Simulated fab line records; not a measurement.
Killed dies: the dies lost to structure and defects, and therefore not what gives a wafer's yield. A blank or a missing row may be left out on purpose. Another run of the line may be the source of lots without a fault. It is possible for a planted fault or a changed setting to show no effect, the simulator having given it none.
fab line records	flow sky130
[record] lots = 11	wafers = 33	last_day = 50
route steps=708 shown POLY_GATE@230 METAL3@536 VIA3@589 PASSIVATION@681 PAD_OPEN@708
lots untouched by any fault: they come from a run of this same line in which no faults occurred
start_h: hours from the record's first day to the start of the lot's first wafer shown	wait_h: hours elapsed since this lot's preceding step	" as in the row above	L1.1+2: a row that stands for several wafers	- no value present, or no start provided	* or withheld: withheld	< > ~ a bound
route shown NAME@n: NAME is a module with steps in the file, n the number in the route of the first one	usual: the fault-free wafers' mean and standard deviation	same: alike in all rows	chamber/n: place in a boat	sites: each site's reading	_std_site: their standard deviation	_edge_site: the outer-site mean with the inner-site mean subtracted	radius_mm: how far each site lies from the wafer's centre	mask NAME#n: copy n	behind: tool/chamber where the wafer was last shaped	hold: the reason the lot was held/the length of the hold in hours/how it ended	device: the transistor (n, p or np) that didn't switch	end of line: tests run on the same wafers once the route is complete	where a step has no rows: the recipe by itself	killed: dies lost to structure and defects at the first sort, not the wafer's yield	map: shows each die of a wafer: x if killed, . if not, _ if none is there
set.NAME: setting as actually run; set.NAME@STEP: the setting as run at that earlier step	model.NAME: the simulator's own value behind a step, which no gauge read
the route's steps for a sample of lots (tables are steps, rows are wafers)
services: from which hour (start_h, from the record's first day; less than 0 if before it) a tool's chamber was out of use, for how many hours, and why
[[steps]]
[step SKY_POLY_GATE_ETCH_16]
[recipe] stop_on = poly-Si	chemistry = CH3F/O2	target = Si3N4	source_w = 400	bias_w = 80	pressure_mtorr = 25	ch3f_flow_sccm = 40	O2_flow_sccm = 30	time_s = 147.5	target_depth_a = 750
[usual] O2_flow_sccm = 29.99/0.094	bias_w = 79.99/0.29	chamber_pressure_mTorr = 25.000/0.021	drypump_motor_current_A = 6.0/0.39	oes_product_au = 0.640/0.0048	throttle_valve_pct = 10.535/0.0083
lot.wafer	tool	chamber	start_h	wait_h	O2_flow_sccm	bias_w	chamber_pressure_mTorr	drypump_motor_current_A	oes_product_au	rf_hours_counter_h	throttle_valve_pct
L732.1	rie_diel-02	0	363.58	0.0	29.90	79.73	24.994	6.1	0.637	43	10.536
L732.5	"	1	"	"	29.96	80.47	25.000	5.3	0.648	-	10.536
L732.6	"	0	"	"	29.76	80.12	24.988	6.1	0.639	-	10.542
L733.1	rie_diel-02	0	375.73	0.0	29.98	80.06	25.016	6.1	0.645	43	10.523
L733.2	"	1	"	"	29.96	79.69	25.021	5.3	0.638	93	10.540
L733.4	"	3	"	"	29.96	79.40	24.981	5.6	0.640	114	10.524
L734.2	rie_diel-04	2	386.73	0.0	30.21	79.63	25.047	6.0	0.640	1	10.532
L734.4	"	1	"	"	29.87	80.28	24.988	5.9	0.637	2	10.537
L734.6	"	3	"	"	30.09	79.66	25.005	6.8	0.634	-	10.548
L735.1	rie_diel-04	3	394.93	0.0	29.91	80.12	25.034	6.8	0.643	5	10.532
L735.4	"	2	"	"	30.06	80.31	24.977	6.0	0.634	1	10.526
L735.6	"	3	"	"	29.94	79.97	25.019	6.8	0.637	-	10.536
L740.1	rie_diel-04	1	447.41	0.0	30.04	79.82	25.000	5.9	0.640	3	10.537
L740.2	"	2	"	"	30.02	79.91	24.962	6.0	0.645	2	10.539
L740.6	"	3	"	"	29.97	80.03	25.023	6.8	0.638	-	10.523
L741.2	rie_diel-02	2	453.39	0.0	29.88	79.92	25.005	6.1	0.648	4	10.538
L741.3	"	1	"	"	30.08	79.95	24.995	5.3	0.648	94	10.534
L741.5	"	2	"	"	29.93	80.01	25.030	6.0	0.640	-	10.531
L743.1	rie_diel-04	3	472.73	0.0	30.10	79.98	24.994	6.7	0.636	7	10.549
L743.3	"	1	"	"	29.92	79.47	24.996	5.9	0.636	4	10.543
L743.5	"	0	"	"	30.11	80.16	24.998	6.3	0.644	-	10.532
L745.3	rie_diel-04	2	491.03	0.0	30.06	80.13	24.978	6.0	0.641	3	10.546
L745.4	"	3	"	"	30.08	79.81	24.995	6.8	0.641	7	10.551
L745.6	"	0	"	"	29.85	79.69	24.995	6.2	0.640	-	10.529
L747.2	rie_diel-02	2	498.83	0.0	30.01	80.25	24.981	6.1	0.644	4	10.514
L747.3	"	0	"	"	29.90	80.23	24.985	6.1	0.631	46	10.552
L747.5	"	3	"	"	29.88	80.38	25.014	5.6	0.647	-	10.534
L754.1	rie_diel-02	2	564.31	0.0	-	-	-	-	-	-	-
L754.2	"	1	"	"	-	-	-	-	-	-	-
L754.3	"	3	"	"	-	-	-	-	-	-	-
L755.2	rie_diel-04	3	572.45	0.1	-	-	-	-	-	-	-
L755.4	"	3	"	"	-	-	-	-	-	-	-
L755.6	"	3	"	"	-	-	-	-	-	-	-
[step SKY_POLY_GATE_STRIP_18]
[recipe] chemistry = O2/N2	power_w = 1400	pressure_mtorr = 1500	platen_temp_c = withheld	o2_flow_sccm = 3000	n2_flow_sccm = 300	overash_fraction = 0.5
[usual] chamber_pressure_mTorr = 1500.0/1.5	drypump_motor_current_A = 5.9/0.36	oes_product_au = 0.360/0.0045	strip_time_to_endpoint_s = 3.171/0.028
lot.wafer	tool	chamber	start_h	wait_h	chamber_pressure_mTorr	drypump_motor_current_A	oes_product_au	rf_hours_counter_h	strip_time_to_endpoint_s
L732.1	plasma_asher-01	0	363.74	0.0	1501.2	6.6	0.363	57	3.168
L732.5	"	0	"	"	1500.3	6.6	0.356	-	3.180
L732.6	"	1	"	"	1500.0	6.1	0.360	-	3.141
L733.1	plasma_asher-02	0	375.89	0.0	1498.6	6.1	0.362	66	3.120
L733.2	"	1	"	"	1500.4	5.7	0.363	66	3.170
L733.4	"	1	"	"	1501.2	5.7	0.363	-	3.179
L734.2	plasma_asher-02	1	386.89	0.0	1498.6	5.7	0.355	67	3.133
L734.4	"	0	"	"	1498.6	6.1	0.358	-	3.176
L734.6	"	0	"	"	1499.5	6.1	0.362	-	3.123
L735.1	plasma_asher-02	0	395.09	0.0	1500.0	6.1	0.361	68	3.156
L735.4	"	1	"	"	1504.1	5.7	0.363	-	3.176
L735.6	"	0	"	"	1500.4	6.1	0.365	-	3.178
L740.1	plasma_asher-04	1	447.56	0.0	1497.2	5.8	0.366	33	3.150
L740.2	"	0	"	"	1499.5	5.4	0.355	33	3.212
L740.6	"	0	"	"	1501.1	5.4	0.363	-	3.194
L741.2	plasma_asher-04	1	453.54	0.0	1500.5	5.8	0.356	34	3.133
L741.3	"	0	"	"	1496.8	5.4	0.366	-	3.147
L741.5	"	1	"	"	1499.5	5.8	0.351	-	3.160
L743.1	plasma_asher-02	0	472.88	0.0	1499.5	6.1	0.354	3	3.178
L743.3	"	1	"	"	1497.6	5.7	0.360	-	3.177
L743.5	"	0	"	"	1499.9	6.1	0.363	-	3.156
L745.3	plasma_asher-04	0	491.22	0.1	1499.6	5.4	0.360	-	3.215
L745.4	"	1	"	"	1502.2	5.8	0.364	-	3.174
L745.6	"	0	"	"	1499.2	5.4	0.369	-	3.223
L747.2	plasma_asher-04	1	498.98	0.0	1497.3	5.8	0.360	38	3.259
L747.3	"	1	"	"	1501.6	5.8	0.361	-	3.165
L747.5	"	0	"	"	1499.3	5.4	0.366	-	3.183
L754.1	plasma_asher-01	1	564.46	0.0	1499.0	6.1	0.415	77	4.319
L754.2	"	0	"	"	1501.9	6.6	0.410	77	4.344
L754.3	"	0	"	"	1502.2	6.6	0.409	-	4.350
L755.2	plasma_asher-01	1	572.65	0.0	1499.0	6.1	0.409	78	4.356
L755.4	"	1	"	"	1501.3	6.1	0.413	-	4.332
L755.6	"	0	"	"	1499.7	6.5	0.415	-	4.367
[step SKY_METAL3_SPUTTER_04]
[recipe] material = TiN	target_thk_nm = 70	power_w = 6500	time_s = 58.3	chamber_pressure_pa = 0.4
[usual] throttle_valve_pct = 29.9/0.99
lot.wafer	tool	chamber	start_h	wait_h	throttle_valve_pct
L732.1	pvd_sputter-04	-	844.65	0.0	29.2
L732.5	"	-	"	"	29.1
L732.6	"	-	"	"	31.6
L733.1	pvd_sputter-03	-	852.92	0.0	29.5
L733.2	"	-	"	"	28.9
L733.4	"	-	"	"	30.0
L734.2	pvd_sputter-02	-	863.91	0.0	29.6
L734.4	"	-	"	"	29.0
L734.6	"	-	"	"	29.1
L735.1	pvd_sputter-03	-	872.25	0.0	30.0
L735.4	"	-	"	"	29.7
L735.6	"	-	"	"	29.2
L740.1	pvd_sputter-02	-	914.02	0.0	29.4
L740.2	"	-	"	"	30.0
L740.6	"	-	"	"	30.0
L741.2	pvd_sputter-03	-	919.75	0.0	30.1
L741.3	"	-	"	"	28.9
L741.5	"	-	"	"	29.1
L743.1	pvd_sputter-03	-	936.73	0.0	29.9
L743.3	"	-	"	"	29.7
L743.5	"	-	"	"	29.3
L745.3	pvd_sputter-04	-	948.78	0.0	31.4
L745.4	"	-	"	"	28.9
L745.6	"	-	"	"	32.4
L747.2	pvd_sputter-03	-	953.48	0.0	29.5
L747.3	"	-	"	"	29.7
L747.5	"	-	"	"	29.6
[step SKY_VIA3_STRIP_16]
[recipe] chemistry = O2/N2	power_w = 1400	pressure_mtorr = 1500	platen_temp_c = withheld	o2_flow_sccm = 3000	n2_flow_sccm = 300	overash_fraction = 0.5
[usual] chamber_pressure_mTorr = 1499/7.6	drypump_motor_current_A = 5.7/0.5	oes_product_au = 0.402/0.0047	strip_time_to_endpoint_s = 4.147/0.02
lot.wafer	tool	chamber	start_h	wait_h	chamber_pressure_mTorr	drypump_motor_current_A	oes_product_au	rf_hours_counter_h	strip_time_to_endpoint_s
L732.1	plasma_asher-04	0	923.25	0.0	1499	5.4	0.406	83	4.137
L732.5	"	1	"	"	1501	5.8	0.402	-	4.149
L732.6	"	0	"	"	1501	5.4	0.404	-	4.146
L733.1	plasma_asher-04	0	932.15	0.1	1500	5.4	0.394	83	4.162
L733.2	"	1	"	"	1502	5.8	0.406	83	4.179
L733.4	"	0	"	"	1500	5.4	0.403	-	4.129
L734.2	plasma_asher-04	0	942.18	0.0	1501	5.4	0.405	85	4.129
L734.4	"	0	"	"	1499	5.4	0.395	-	4.136
L734.6	"	1	"	"	1502	5.8	0.402	-	4.123
L735.1	plasma_asher-03	1	950.55	0.0	1499	5.8	0.400	19	4.191
L735.4	"	0	"	"	1498	4.9	0.402	-	4.186
L735.6	"	1	"	"	1499	5.7	0.405	-	4.164
L740.1	plasma_asher-04	1	989.70	0.0	1503	5.8	0.391	90	4.156
L740.2	"	0	"	"	1498	5.4	0.401	90	4.140
L740.6	"	0	"	"	1498	5.4	0.389	-	4.125
L741.2	plasma_asher-04	0	995.03	0.0	1500	5.4	0.400	90	4.179
L741.3	"	1	"	"	1500	5.8	0.396	-	4.169
L741.5	"	0	"	"	1499	5.4	0.405	-	4.142
L743.1	plasma_asher-04	1	1010.73	0.0	1500	5.8	0.409	92	4.152
L743.3	"	0	"	"	1501	5.4	0.406	-	4.145
L743.5	"	1	"	"	1497	5.8	0.410	-	4.153
L745.3	plasma_asher-01	1	1021.28	0.1	1501	6.1	0.407	-	4.164
L745.4	"	0	"	"	1500	6.6	0.406	-	4.156
L745.6	"	1	"	"	1497	6.1	0.413	-	4.116
L747.2	plasma_asher-01	0	1026.15	0.0	1499	6.6	0.400	125	4.103
L747.3	"	0	"	"	1499	6.6	0.399	-	4.119
L747.5	"	0	"	"	1501	6.6	0.401	-	4.154
[step SKY_PASSIVATION_CVD_00]
[recipe] material = SiO2	target_thk_nm = 90	temp_c = 400	time_s = withheld	rf_w = 600
[usual] heater_power_w = 635/67
lot.wafer	tool	chamber	start_h	wait_h	heater_power_w
L732.1	pecvd-01	2	1027.86	0.0	662
L732.5	"	0	"	"	579
L732.6	"	2	"	"	668
L733.1	pecvd-03	2	1031.84	0.0	599
L733.2	"	0	"	"	655
L733.4	"	0	"	"	652
L734.2	pecvd-02	2	1040.79	0.0	617
L734.4	"	1	"	"	511
L734.6	"	0	"	"	753
L735.1	pecvd-03	0	1049.67	0.0	648
L735.4	"	2	"	"	607
L735.6	"	1	"	"	657
L740.1	pecvd-03	2	1084.05	0.0	580
L740.2	"	1	"	"	553
L740.6	"	2	"	"	585
L741.2	pecvd-03	0	1088.04	0.0	665
L741.3	"	1	"	"	655
L741.5	"	2	"	"	609
L743.1	pecvd-03	1	1103.38	0.0	643
L743.3	"	0	"	"	662
L743.5	"	1	"	"	638
L745.3	pecvd-03	1	1111.54	0.0	646
L745.4	"	1	"	"	654
L745.6	"	0	"	"	764
L747.2	pecvd-03	1	1115.24	0.0	636
L747.3	"	2	"	"	541
L747.5	"	1	"	"	642
[step SKY_PAD_OPEN_PROBE_99]
[usual] killed_at_M0_to_M3 = 43/6.5	killed_at_M4_up = 3.2/1.8	killed_at_contacts = 24/5.2	killed_at_front_end = 15/4	killed_at_other = 0.4/0.69	killed_dies = 86/8.7	killed_on_rim = 17/3.7	killed_open = 47/7	killed_short = 39/5.7
[same] gross_dies = 492	killed_at_back_side = 0
lot.wafer	tool	chamber	start_h	wait_h	killed_at_M0_to_M3	killed_at_M4_up	killed_at_contacts	killed_at_front_end	killed_at_other	killed_dies	killed_on_rim	killed_open	killed_short
L745.3	prober-01	-	1151.54	0.2	40	3	24	18	0	85	16	43	42
L745.4	prober-01	-	1151.59	0.2	35	3	22	7	0	67	21	39	28
L745.6	prober-01	-	1151.69	0.2	35	1	39	11	0	86	13	48	38
L754.1	prober-02	-	1196.57	0.1	57	6	29	399	1	492	96	61	43
L754.2	prober-02	-	1196.62	0.1	46	7	31	408	0	492	96	59	36
L754.3	prober-02	-	1196.67	0.2	49	6	31	406	0	492	96	53	40
L755.2	prober-01	-	1198.31	0.1	37	0	21	433	1	492	96	45	31
L755.4	prober-01	-	1198.41	0.2	44	3	24	421	0	492	96	50	39
L755.6	prober-01	-	1198.51	0.2	42	2	25	423	0	492	96	44	38
// killed by level:class
L745.3 VIA1:geometric_particle:open=13 CONTACT:geometric_particle:open=9 LOCAL_INTERCONNECT:geometric_particle:short=6 METAL1:geometric_particle:short=5 VIA1:geometric_particle:short=5 VIA2:geometric_particle:open=5 FIELD_ISO:geometric_particle:open=4 FIELD_ISO:geometric_particle:short=4
L745.4 LI_CONTACT:geometric_particle:open=9 VIA1:geometric_particle:open=8 CONTACT:geometric_particle:open=7 METAL1:geometric_particle:short=5 VIA2:geometric_particle:open=5 VIA3:geometric_particle:open=5 METAL2:geometric_particle:short=4 CONTACT:geometric_particle:short=3
L745.6 CONTACT:geometric_particle:open=15 LI_CONTACT:geometric_particle:open=11 FIELD_ISO:geometric_particle:open=6 CONTACT:geometric_particle:short=6 VIA1:geometric_particle:open=6 METAL1:geometric_particle:short=6 VIA1:geometric_particle:short=5 VIA3:geometric_particle:short=4
L754.1 POLY_GATE:area_etch=384 CONTACT:geometric_particle:open=15 VIA3:geometric_particle:open=12 VIA1:geometric_particle:open=10 VIA2:geometric_particle:open=9 METAL1:geometric_particle:short=7 VIA3:geometric_particle:short=6 LI_CONTACT:geometric_particle:open=5
L754.2 POLY_GATE:area_etch=396 VIA1:geometric_particle:open=14 VIA3:geometric_particle:open=12 LI_CONTACT:geometric_particle:open=10 CONTACT:geometric_particle:open=8 LOCAL_INTERCONNECT:geometric_particle:short=5 METAL1:geometric_particle:short=5 LI_CONTACT:geometric_particle:short=4
L754.3 POLY_GATE:area_etch=395 CONTACT:geometric_particle:open=10 VIA3:geometric_particle:open=10 VIA1:geometric_particle:open=10 LI_CONTACT:geometric_particle:open=9 VIA2:geometric_particle:open=8 VIA1:geometric_particle:short=7 LOCAL_INTERCONNECT:geometric_particle:short=6
L755.2 POLY_GATE:area_etch=416 CONTACT:geometric_particle:open=12 VIA1:geometric_particle:open=8 POLY_GATE:geometric_particle:short=6 VIA3:geometric_particle:open=5 METAL2:geometric_particle:short=5 VIA2:geometric_particle:open=5 LI_CONTACT:geometric_particle:open=4
L755.4 POLY_GATE:area_etch=403 VIA1:geometric_particle:open=12 CONTACT:geometric_particle:open=9 FIELD_ISO:geometric_particle:open=8 VIA3:geometric_particle:open=6 FIELD_ISO:geometric_particle:short=5 METAL1:geometric_particle:short=5 VIA1:geometric_particle:short=5
L755.6 POLY_GATE:area_etch=410 CONTACT:geometric_particle:open=12 VIA2:geometric_particle:open=9 VIA3:geometric_particle:open=7 METAL2:geometric_particle:short=6 FIELD_ISO:geometric_particle:short=4 LI_CONTACT:geometric_particle:open=4 CONTACT:geometric_particle:short=4
[[services]]
tool	chamber	start_h	hours	kind
rie_diel-04	2	417.52	3.4	repair
pecvd-03	2	519.45	6.7	repair
pecvd-03	-	529.81	6.0	pm
rie_diel-04	3	544.42	5.6	repair
rie_diel-04	2	564.48	39.0	repair
rie_diel-04	1	569.58	6.1	repair
rie_diel-04	0	579.21	2.9	repair
plasma_asher-04	-	580.69	2.2	repair
pecvd-03	2	582.67	6.7	repair
rie_diel-04	1	592.82	2.4	repair
plasma_asher-04	-	707.04	2.8	pm
rie_diel-04	1	717.43	4.2	repair
pecvd-03	-	727.09	1.0	repair
rie_diel-04	-	729.58	0.8	repair
pecvd-03	-	730.92	5.5	pm
rie_diel-04	2	763.61	8.6	repair
plasma_asher-04	-	800.39	3.3	repair
rie_diel-04	-	822.18	1.0	repair
pecvd-03	-	844.21	0.6	repair
pecvd-03	-	859.19	2.2	repair
rie_diel-04	3	944.46	1.3	repair
plasma_asher-04	-	1018.96	67.9	repair
pecvd-03	-	1074.10	2.8	pm
pecvd-03	-	1079.47	0.6	repair
[[key]]
[first_sign] step = SKY_POLY_GATE_ETCH_16	reading = tool_record	direction = missing
[effect] step = SKY_POLY_GATE_STRIP_18	reading = strip_time_to_endpoint_s	direction = up	sigmas = 42	usual = *	struck = *
[effect] step = SKY_PAD_OPEN_PROBE_99	reading = killed_at_front_end	direction = up	sigmas = 99+	usual = 15	struck = 415
[more_kills_born_at] SKY_POLY_GATE_ETCH_16@rie_diel-04 = 1227	SKY_POLY_GATE_ETCH_16@rie_diel-02 = 1173
met_at SKY_POLY_GATE_ETCH_16
struck_lots L754,L755
later_rows_left_out L754.1,L754.2,L754.3,L755.2,L755.4,L755.6
tester_left_out L754,L755
not_acting_at SKY_METAL3_SPUTTER_04,SKY_VIA3_STRIP_16,SKY_PASSIVATION_CVD_00
onset_between 498.83 564.31
[fault] kind = skipped_step_whole	tool = rie_diel-02,rie_diel-04	chamber = -	onset_h = 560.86	steps = SKY_POLY_GATE_ETCH_16	scope = struck_lots_only
// tester_left_out: of these lots the tester's yield and bins aren't shown, on N5 and GAA mostly nor the transistor test; their killed dies are dies lost to structure and defects alone, not to doping, threshold or leakage, so they don't give the yield
// later_rows_left_out: the simulator's readings of these wafers behind a module that went badly wrong aren't trusted and aren't shown, but for the sort
